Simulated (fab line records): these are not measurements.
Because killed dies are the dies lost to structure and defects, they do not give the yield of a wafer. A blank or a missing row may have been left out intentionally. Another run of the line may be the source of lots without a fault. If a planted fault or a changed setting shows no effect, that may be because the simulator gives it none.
A single fault, viewed from 2 desks | flow sky130 | only its own numbers are on each desk; what lay behind them is given at the end

## FROM THE METROLOGY DESK
Lot by lot, what the gauges showed, no matter which tool ran the lot: averages of those sampled wafers that carry a number. A lot is out of limits, marked OUT, if its mean lies more than 4 standard deviations from the usual mean; the brackets give that distance.
Columns: A = SONOS_ONO_CVD_04_THK at SKY_SONOS_ONO_THK_MEAS_05, usual 5.77 nm; B = GATE_OXIDE_OVL at SKY_GATE_OXIDE_OVL_MEAS_10, usual 0.0 nm
lot  | first seen here | A    | B
L267 | day 11 16:42    | 5.76 | -1.1
L270 | day 13 05:11    | 5.95 | -2.2
L272 | day 13 21:19    | 5.76 | 0.3
L273 | day 14 06:37    | 5.85 | 2.6
L274 | day 14 15:47    | 5.88 | 1.1
L275 | day 15 02:35    | 5.88 | 1.5
L280 | day 17 18:32    | 5.62 | 0.4
L281 | day 17 18:34    | 5.82 | 0.8
L284 | day 18 00:36    | 5.68 | -1.8
L286 | day 19 01:06    | 5.76 | 2.7
L288 | day 19 19:19    | 5.86 | -1.1
L289 | day 20 06:04    | 5.65 | 0.2
This desk found nothing out of limits on any of the 12 lots.

## AT THE TOOL OWNER'S DESK: rie_si-02
The tool's own readings at SKY_POLY_GATE_ETCH_17 (etches poly-Si in HBr/Cl2, stops on SiO2, target depth 180 nm, time 70.5 s): means of the sampled wafers that have a number, for each lot that ran on this tool. A lot is out of limits, marked OUT, if its mean lies more than 4 standard deviations from the usual mean; the brackets give that distance.
Columns: A = chamber_pressure_mTorr at SKY_POLY_GATE_ETCH_17, usual 10.000 mTorr; B = drypump_motor_current_A at SKY_POLY_GATE_ETCH_17, usual 5.6 A; C = oes_product_au at SKY_POLY_GATE_ETCH_17, usual 0.988 a.u.; D = run_length_s at SKY_POLY_GATE_ETCH_17, usual 99.0 s; E = throttle_valve_pct at SKY_POLY_GATE_ETCH_17, usual 33.684 %
lot  | first seen here | A      | B   | C                | D               | E
L267 | day 16 10:10    | 10.004 | 5.5 | 0.986            | 99.2            | 33.677
L270 | day 18 04:01    | 9.995  | 5.7 | 0.998            | 98.8            | 33.679
L274 | day 20 02:43    | 9.997  | 5.9 | 0.995            | 99.4            | 33.688
L281 | day 23 09:20    | 10.002 | 6.0 | 0.987            | 99.3            | 33.679
L280 | day 23 09:41    | 10.002 | 5.5 | 0.867 (-17) OUT  | 114.3 (+33) OUT | 33.678
L284 | day 23 11:32    | 9.994  | 5.5 | 0.929 (-8.2) OUT | 107.3 (+18) OUT | 33.680
L286 | day 24 13:01    | 10.001 | 6.1 | 0.924 (-8.9) OUT | 107.1 (+18) OUT | 33.683
This desk's finding: out of limits on L280, L284, L286; first on L280, day 23 09:41 (oes_product_au at SKY_POLY_GATE_ETCH_17). L267, L270, L274, L281: within limits.

## TAKEN TOGETHER
On L280, L284, L286, at day 23 09:41, an alarm was possible from the tool owner's desk.
At the metrology desk, nothing out of limits was observed.
The metrology desk holds a record of L280, L284, L286, inside its limits.
All the named lots went through SKY_POLY_GATE_ETCH_17 on rie_si-02.

## WHAT HAD BEEN PUT IN BY THE SIMULATOR
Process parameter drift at SKY_POLY_GATE_ETCH_17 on rie_si-02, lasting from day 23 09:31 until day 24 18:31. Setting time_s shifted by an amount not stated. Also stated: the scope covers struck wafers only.
Struck lots among those shown: L280, L284, L286.
Each desk's first reading out of limits, in hours after the fault started: the tool owner's desk, 0.
